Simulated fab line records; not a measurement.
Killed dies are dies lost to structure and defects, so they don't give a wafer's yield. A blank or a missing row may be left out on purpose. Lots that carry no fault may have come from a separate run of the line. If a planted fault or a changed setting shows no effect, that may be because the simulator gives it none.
Which tool was responsible?	flow sky130	Sampling: 12 lots, 36 wafers, 5 of 708 route steps

WHAT THE GAUGES SHOWED, per wafer
SKY_LI_CONTACT_BOW_MEAS_03.
lot	measured	on	LI_CONTACT_BOW (um)
L706	day 28 02:00	film metro-02	60 47 53
L707	day 28 02:37	film metro-04	56 62 63
L708	day 28 19:00	film metro-01	61 61 58
L710	day 29 05:31	film metro-01	47 52 57
L711	day 30 04:07	film metro-02	49 68 48
L715	day 31 06:53	film metro-04	46 45 56
L718	day 32 09:50	film metro-01	57 57 62
L724	day 34 03:46	film metro-04	58 55 49
L725	day 34 10:12	film metro-02	46 51 50
L726	day 34 10:31	film metro-01	54 61 61
L728	day 34 22:43	film metro-01	51 58 61
L729	day 35 11:02	film metro-02	64 50 56

SKY_LI_CONTACT_THK_MEAS_23: measures by xrf.
lot	measured	on	LI_CONTACT_W_THK (nm)
L706	day 29 07:09	film metro-04	377 389 385
L707	day 29 07:49	film metro-01	397 390 394
L708	day 30 00:49	film metro-02	397 393 396
L710	day 30 10:21	film metro-02	397 394 394
L711	day 31 08:25	film metro-02	398 394 396
L715	day 32 11:05	film metro-02	390 401 393
L718	day 33 14:09	film metro-02	410 408 403
L724	day 35 07:25	film metro-04	403 388 386
L725	day 35 13:47	film metro-01	415 406 411
L726	day 35 14:19	film metro-01	399 400 404
L728	day 36 02:09	film metro-02	401 396 398
L729	day 36 14:38	film metro-04	384 400 378

WHICH TOOL RAN EACH LOT (tool, then ch and the chambers of the sampled wafers, then the start)
lot	SKY_LI_CONTACT_COAT_06	SKY_LI_CONTACT_ETCH_14	SKY_LI_CONTACT_SPUTTER_20
L706	litho track-04 ch 0, day 28 15:40	rie diel-01 ch 0,2, day 29 06:10	pvd sputter-01, day 29 06:50
L707	litho track-01 ch 0, day 28 16:31	rie diel-04 ch 1,3, day 29 06:50	pvd sputter-04, day 29 07:30
L708	litho track-04 ch 0, day 29 09:19	rie diel-01 ch 1,3, day 30 00:01	pvd sputter-01, day 30 00:31
L710	litho track-02 ch 0, day 29 19:38	rie diel-01 ch 1,2, day 30 09:28	pvd sputter-01, day 30 10:02
L711	litho track-04 ch 0, day 30 17:45	rie diel-04 ch 0,1,2, day 31 07:37	pvd sputter-01, day 31 08:07
L715	litho track-01 ch 0, day 31 20:22	rie diel-03 ch 1,2,3, day 32 10:17	pvd sputter-04, day 32 10:47
L718	litho track-01 ch 0, day 32 23:20	rie diel-03 ch 0,2,3, day 33 13:20	pvd sputter-01, day 33 13:50
L724	litho track-01 ch 0, day 34 16:37	rie diel-03 ch 2,3, day 35 06:37	pvd sputter-04, day 35 07:07
L725	litho track-01 ch 0, day 34 22:34	rie diel-03 ch 0,1, day 35 12:59	pvd sputter-04, day 35 13:29
L726	litho track-02 ch 0, day 34 22:53	rie diel-04 ch 0,3, day 35 13:19	pvd sputter-02, day 35 13:59
L728	litho track-04 ch 0, day 35 12:02	rie diel-04 ch 1,2, day 36 01:19	pvd sputter-01, day 36 01:49
L729	litho track-02 ch 0, day 36 00:02	rie diel-04 ch 0,2, day 36 13:49	pvd sputter-04, day 36 14:19
- SKY_LI_CONTACT_COAT_06: resist thk 60 nm.
- SKY_LI_CONTACT_ETCH_14: etches BARC in N2/H2, stops on SiO2, time 45.9 s, target depth 60 nm.
- SKY_LI_CONTACT_SPUTTER_20: material TiN, target thk 20 nm, time 80 s.

AS READ BY THE TOOLS THEMSELVES (means over the sampled wafers that have a number; for cases with no such wafer, the mark the record gives instead)
SKY_LI_CONTACT_COAT_06.
lot	tool	exhaust pa (Pa)
L706	litho track-04	45.8
L707	litho track-01	45.0
L708	litho track-04	44.3
L710	litho track-02	44.0
L711	litho track-04	45.0
L715	litho track-01	43.5
L718	litho track-01	46.2
L724	litho track-01	45.1
L725	litho track-01	44.4
L726	litho track-02	45.7
L728	litho track-04	44.6
L729	litho track-02	45.5

SKY_LI_CONTACT_ETCH_14.
lot	tool	drypump motor current A (A)	oes product au (a.u.)	throttle valve pct (%)
L706	rie diel-01	6.1	0.855	13.224
L707	rie diel-04	5.4	0.853	13.224
L708	rie diel-01	5.4	0.853	13.220
L710	rie diel-01	5.6	0.854	13.214
L711	rie diel-04	5.4	0.851	13.220
L715	rie diel-03	5.8	0.855	13.230
L718	rie diel-03	5.5	0.860	13.220
L724	rie diel-03	5.4	0.799	13.213
L725	rie diel-03	5.9	0.804	13.220
L726	rie diel-04	5.0	0.858	13.215
L728	rie diel-04	5.7	0.852	13.222
L729	rie diel-04	5.2	0.858	13.227

SKY_LI_CONTACT_SPUTTER_20.
lot	tool	throttle valve pct (%)
L706	pvd sputter-01	29.9
L707	pvd sputter-04	30.0
L708	pvd sputter-01	29.9
L710	pvd sputter-01	29.9
L711	pvd sputter-01	29.0
L715	pvd sputter-04	29.9
L718	pvd sputter-01	28.9
L724	pvd sputter-04	29.9
L725	pvd sputter-04	29.7
L726	pvd sputter-02	29.7
L728	pvd sputter-01	29.9
L729	pvd sputter-04	30.1

THE ANSWER, worked out from the rows above alone
Rule: usual is defined by the lots themselves. Put in order of their means at a reading, lots are off if they are a third of the lots or fewer, leave a main group of 4 or more, and stand apart from it by a gap of 3 or more times the standard deviation of the main group's means; of several such gaps the widest counts. Not used: any main group whose means are identical at the precision the tables above print for the reading. A lot without any number at a reading at which 4 lots or more have one is off too. Any other lot the step has rows for is counted as sound. After the gauges, taken in route order, come the tools' own readings; for these a lot's mean is taken, as printed above. The first step at which some lot is off is used, and at that step the reading that is off furthest; a lot without a number counts as furthest.
Off at SKY_LI_CONTACT_ETCH_14 (oes product au): L724, L725. For the main group the mean is 0.855 a.u. and the standard deviation 0.0028.
If a tool, at that step or one of the process steps before it, ran each lot that is off and ran no sound lot following the first of them, it fits. Undecided on this evidence; 2 tools fit (litho track-01 at SKY_LI_CONTACT_COAT_06, rie diel-03 at SKY_LI_CONTACT_ETCH_14).

WHAT WAS PUT IN BY THE SIMULATOR
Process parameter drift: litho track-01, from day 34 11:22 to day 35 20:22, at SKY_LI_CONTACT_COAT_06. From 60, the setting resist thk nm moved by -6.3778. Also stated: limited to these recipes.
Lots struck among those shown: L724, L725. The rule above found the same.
